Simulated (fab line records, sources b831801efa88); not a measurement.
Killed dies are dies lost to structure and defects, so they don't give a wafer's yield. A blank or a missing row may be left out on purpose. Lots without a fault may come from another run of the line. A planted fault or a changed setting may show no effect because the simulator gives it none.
Split-lot experiment | flow sky130 | 5 lots, 23 wafers read, on a route of 708 steps

THE SPLIT
At SKY_VIA3_CMP_02 (polishes SiO2), the setting leave_above_ref_nm was moved away from the recipe's 465 nm on 9 of the 23 wafers read, by -5.2% to +5.1%. The other wafers ran this setting at the recipe's value.

FROM THE SPLIT TO THE READING: what the file shows between them, 2 steps
- SKY_VIA3_DEVELOP_11: develop time 60 s (also split here: dev_temp_c)
- SKY_VIA3_ETCH_14: etches BARC in N2/H2, stops on SiO2, time 45.9 s, target depth 60 nm

THE READING
oes_product_au, in a.u., at SKY_VIA3_ETCH_15 (etches SiO2 in C4F8/O2/Ar, stops on TiN, target depth 507 nm, time 78 s). Fault-free wafers of this fab line usually give 0.946 a.u., standard deviation 0.0044 a.u..

wafer  | tool, chamber at the split | leave_above_ref_nm as run, nm | against the recipe | oes_product_au, a.u. | against lot-mates on the recipe
L075.1 | cmp-01, 2                  | 465                           | recipe             | 0.940                | -
L075.2 | cmp-01, 3                  | 465                           | recipe             | 0.943                | -
L075.3 | cmp-01, 0                  | 485.2                         | +4.3%              | 0.969                | +0.026
L075.4 | cmp-01, 1                  | 485.2                         | +4.3%              | 0.969                | +0.026
L075.6 | cmp-01, 3                  | 465                           | recipe             | 0.945                | -
L077.2 | cmp-01, 0,1                | 465                           | recipe             | 0.949                | -
L077.3 | cmp-01, 1                  | 465                           | recipe             | 0.949                | -
L077.5 | cmp-01, 0,1                | 465                           | recipe             | 0.948                | -
L079.1 | cmp-02, 3                  | 488.8                         | +5.1%              | 0.974                | +0.030
L079.2 | cmp-02, 0                  | 488.8                         | +5.1%              | 0.974                | +0.030
L079.4 | cmp-02, 2                  | 465                           | recipe             | 0.943                | -
L079.5 | cmp-02, 1                  | 465                           | recipe             | 0.944                | -
L079.6 | cmp-02, 0                  | 465                           | recipe             | 0.945                | -
L081.1 | cmp-02, 2                  | 440.9                         | -5.2%              | 0.914                | -0.031
L081.2 | cmp-02, 0                  | 465                           | recipe             | 0.944                | -
L081.3 | cmp-02, 3                  | 440.9                         | -5.2%              | 0.912                | -0.033
L081.4 | cmp-02, 1                  | 440.9                         | -5.2%              | 0.922                | -0.023
L081.6 | cmp-02, 2                  | 465                           | recipe             | 0.947                | -
L085.1 | cmp-01, 1                  | 465                           | recipe             | 0.939                | -
L085.2 | cmp-01, 3                  | 441.9                         | -5.0%              | 0.924                | -0.016
L085.4 | cmp-01, 2,0                | 465                           | recipe             | 0.939                | -
L085.5 | cmp-01, 3                  | 441.9                         | -5.0%              | 0.921                | -0.019
L085.6 | cmp-01, 2,0                | 465                           | recipe             | 0.942                | -
Where a row lists several chambers, the file gives one row for several wafers and doesn't say which wafer went through which chamber.

THE FIT
A straight line over all 23 wafers: oes_product_au changes by +0.00536 a.u. for each +1% of leave_above_ref_nm; r = +0.98; the points scatter about the line by 0.0036 a.u..
The same after taking each lot's own level away (the mean of its wafers on the recipe; 23 wafers): +0.00534 a.u. for each +1%; r = +0.98; scatter 0.0036 a.u..
On that fit, the largest move of leave_above_ref_nm shifts the reading by 0.028 a.u..
The lots' own levels span 0.9400 to 0.9487 a.u., that is 2.0 times the standard deviation above.
So the lot-to-lot level changes the slope little: the two slopes agree.
Check: with one of the wafers moved furthest among these (-5.2%) left out of the fit, the line predicts -0.0257 a.u. for it against its lot-mates. It came out at -0.0315 a.u. against them.

OTHER SPLITS ON THESE WAFERS
These wafers also went through other splits before the reading. Each is held against what the fit with the lots' levels taken away leaves over:
other split on the same wafers | wafers away from the commonest value | r with oes_product_au (lot level and that fit taken away)
SKY_CAPM_COAT_07 spin_rpm      | 6                                    | +0.27
SKY_VIA3_DEVELOP_11 dev_temp_c | 9                                    | -0.05

THE WHOLE CHAIN: every reading that the file lists as answering this split, in the file's order
step             | what it does                                                            | reading                                                                        | change (the file's fit)                   | r (the file's)
SKY_VIA3_CMP_02  | polishes SiO2                                                           | SiO2_of_VIA3_HDPCVD_00.thk_nm (the simulator's own value, which no gauge read) | +4.78 nm for each +1% of the setting      | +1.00
SKY_VIA3_ETCH_15 | etches SiO2 in C4F8/O2/Ar, stops on TiN, target depth 507 nm, time 78 s | oes_product_au                                                                 | +0.00521 a.u. for each +1% of the setting | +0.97
SKY_VIA3_ETCH_15 | etches SiO2 in C4F8/O2/Ar, stops on TiN, target depth 507 nm, time 78 s | etch.depth_nm (the simulator's own value, which no gauge read)                 | +4.74 nm for each +1% of the setting      | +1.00
SKY_VIA3_ETCH_15 | etches SiO2 in C4F8/O2/Ar, stops on TiN, target depth 507 nm, time 78 s | VIA3.feature_depth_nm (the simulator's own value, which no gauge read)         | +4.78 nm for each +1% of the setting      | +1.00

THE FILE'S OWN FIT
oes_product_au changes by +0.00521 a.u. for each +1% of leave_above_ref_nm, r = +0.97.
